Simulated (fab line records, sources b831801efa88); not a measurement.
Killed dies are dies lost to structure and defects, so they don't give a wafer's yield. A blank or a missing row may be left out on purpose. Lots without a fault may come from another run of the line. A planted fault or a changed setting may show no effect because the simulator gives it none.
Chamber matching | flow sky130 | SKY_VIA3_ETCH_14 on rie_diel-02: 4 sister chambers
The step etches BARC in N2/H2, stops on SiO2, time 45.9 s, target depth 60 nm. 16 wafers are shown with their chamber, then 8 later ones without.

WAFERS WITH THEIR CHAMBER
wafer  | chamber | drypump_motor_current_A (A) | throttle_valve_pct (%) | oes_product_au (a.u.)
L076.1 | 3       | 5.6                         | 13.211                 | 0.844
L076.4 | 2       | 5.3                         | 13.222                 | 0.847
L076.6 | 1       | 6.1                         | 13.228                 | 0.856
L079.1 | 2       | 5.3                         | 13.222                 | 0.854
L079.2 | 3       | 5.5                         | 13.217                 | 0.855
L079.3 | 0       | 5.1                         | 13.235                 | 0.851
L083.1 | 1       | 6.0                         | 13.219                 | 0.850
L083.4 | 3       | 5.6                         | 13.209                 | 0.852
L083.6 | 1       | 6.0                         | 13.221                 | 0.854
L086.3 | 3       | 5.6                         | 13.231                 | 0.859
L086.4 | 1       | 6.0                         | 13.219                 | 0.847
L086.6 | 3       | 5.6                         | 13.241                 | 0.862
L088.1 | 3       | 5.5                         | 13.222                 | 0.858
L088.2 | 2       | 5.3                         | 13.215                 | 0.859
L088.5 | 0       | 5.1                         | 13.224                 | 0.852
L089.4 | 0       | 5.1                         | 13.233                 | 0.854

SIGNATURES (means of the wafers above)
reading                 | chamber 0 | chamber 1 | chamber 2 | chamber 3 | scatter within a chamber
drypump_motor_current_A | 5.100     | 6.025     | 5.300     | 5.567     | 0.0417
throttle_valve_pct      | 13.23067  | 13.22175  | 13.21967  | 13.22183  | 0.00872
oes_product_au          | 0.85233   | 0.85175   | 0.85333   | 0.85500   | 0.00524
Rule: a wafer's distance from a chamber is the root of the sum, over the readings, of the square of ((its reading less the chamber's mean) divided by the reading's scatter). The wafer belongs to the nearest chamber; if the next one is less than 2 further off, it can't be placed. The scatter: the root of (the sum of the squares of (reading less its chamber's mean) over the shown wafers, divided by (wafers less chambers)).

WAFERS WITHOUT THEIR CHAMBER
wafer  | drypump_motor_current_A (A) | throttle_valve_pct (%) | oes_product_au (a.u.)
L089.5 | 5.1                         | 13.213                 | 0.850
L089.6 | 6.0                         | 13.216                 | 0.854
L091.1 | 5.1                         | 13.239                 | 0.843
L091.2 | 5.3                         | 13.222                 | 0.858
L091.4 | 6.0                         | 13.232                 | 0.848
L094.1 | 6.0                         | 13.235                 | 0.858
L094.2 | 5.6                         | 13.218                 | 0.855
L094.5 | 5.1                         | 13.235                 | 0.854

WHICH CHAMBER EACH WENT THROUGH
wafer  | from the rows above | in truth
L089.5 | 0                   | 0
L089.6 | 1                   | 1
L091.1 | 0                   | 0
L091.2 | 2                   | 2
L091.4 | 1                   | 1
L094.1 | 1                   | 1
L094.2 | 3                   | 3
L094.5 | 0                   | 0
Placed correctly: 8 of 8. Can't be placed from these rows: 0. Placed wrongly: 0.
